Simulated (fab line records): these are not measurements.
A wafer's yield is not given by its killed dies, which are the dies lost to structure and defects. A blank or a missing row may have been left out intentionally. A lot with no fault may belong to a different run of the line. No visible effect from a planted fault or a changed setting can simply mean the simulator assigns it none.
A lot that was struck, set against a sound lot ; flow gf180mcu ; 16 out of 602 route steps
Sound: the wafers L531.1, L531.2, L531.5. Wafers L528.1, L528.2, L528.3 were the ones struck. Last of all comes the cause.
At each step with rows: each side's tool, then ch and its chambers, then its first start. Under that, the readings that differ: sound wafers ; struck wafers ; difference of the means ; sigmas: that difference in standard deviations of wafers without a fault.
alike: readings whose means differ by less than 2 such deviations, and words and numbers that are the same on both sides. not compared: withheld readings, readings that some wafer has no value for, bounds like >300 that may hide the same value, and numbers for which the record gives no deviation and whose values overlap.
A row with sigmas, a row that says differs or no value, or rows on one side alone: a step with any of these is where the two part. When numbers do not overlap yet have no deviation, they are printed without sigmas and do not part them. Lack of a reading on every wafer of one side parts them only where that side has two or more wafers.

first, 4 steps without rows for these wafers: GF_M2_SOFTBAKE_10 (time 60 s); GF_M2_EXPOSE_11 (exposes mask Metal2, target cd 280 nm); GF_M2_PEB_12 (peb time 90 s); GF_M2_DEVELOP_13 (develop time 60 s).
GF_M2_CD_MEAS_14: the cd target is 280 nm.
  sound: cd-sem-01 at day 26 07:44; struck: cd-sem-02 at day 25 08:21
  alike: cd-nm
GF_M2_OVL_MEAS_15:
  sound: overlay-01 at day 26 07:52; struck: overlay-02 at day 25 08:28
  alike: M2_OVL
GF_M2_METAL_ETCH_16: etches the open film in Cl2/BCl3, stops on SiO2, target depth 750.8 nm, time 125.1 s.
  sound on rie-metal-03 ch 0,1, day 26 07:54; struck on rie-metal-04 ch 0,1, day 25 08:30
reading;sound;struck;difference;sigmas
drypump-motor-current-A (A);6.7 6.0 6.7;5.6 5.5 5.6;-0.9;-2
  alike: chamber-pressure-mTorr, oes-product-au, throttle-valve-pct
  not compared: rf-hours-counter-h
GF_M2_STRIP_17: strips in O2/N2.
  sound on plasma-asher-02 ch 0,1, day 26 08:01; struck on plasma-asher-03 ch 0,1, day 25 08:38
  alike: chamber-pressure-mTorr, drypump-motor-current-A, heater-power-w, o2-flow-sccm, oes-product-au, strip-time-to-endpoint-s
  not compared: rf-hours-counter-h
then, 3 steps without rows for these wafers: GF_M2_STRIP_18 (strips in post etch residue remover, time 1200 s); GF_M2_CLEAN_19 (cleans in DIW); GF_V2_CVD_00 (deposits SiO2, target thk 600 nm, time 100 s).
GF_V2_THK_MEAS_01:
  sound: film-metro-04 at day 26 08:40; struck: film-metro-04 at day 25 09:14
  alike: V2_CVD_00_THK
GF_V2_CVD_02: deposits SiO2 from TEOS, target thk 850 nm, time 94.851 s.
  sound on pecvd-03 ch 0,1,2, day 26 08:44; struck on pecvd-04 ch 0,1,2, day 25 09:18
reading;sound;struck;difference;sigmas
model.SiO2_of_V2_CVD_02.thk-nm (nm);835.3 830.5 869;1240 1248 1233;+395;
  alike: heater-power-w
GF_V2_THK_MEAS_03:
  sound: film-metro-01 at day 26 08:48; struck: film-metro-02 at day 25 09:22
reading;sound;struck;difference;sigmas
V2_CVD_02_THK (nm);835 830 869;1241 1248 1232;+396;+28
GF_V2_CMP_04: polishes SiO2.
  sound on cmp-02 ch 2,3, day 26 08:52; struck on cmp-02 ch 0,2,3, day 25 09:33
reading;sound;struck;difference;sigmas
time-to-endpoint-s (s);65 75 78;197 228 211;+139;+22
  alike: motor-current-A, slurry-filter-dp-kPa
GF_V2_BOW_MEAS_05:
  sound: film-metro-04 at day 26 09:10; struck: film-metro-02 at day 25 09:48
  alike: V2_BOW

== WHERE THEY PART ==
Last at GF_V2_CMP_04 as far as this record goes, first at GF_M2_METAL_ETCH_16. Later steps at which nothing parts them and some readings are alike: GF_V2_BOW_MEAS_05.

WHY: what had been put in by the simulator
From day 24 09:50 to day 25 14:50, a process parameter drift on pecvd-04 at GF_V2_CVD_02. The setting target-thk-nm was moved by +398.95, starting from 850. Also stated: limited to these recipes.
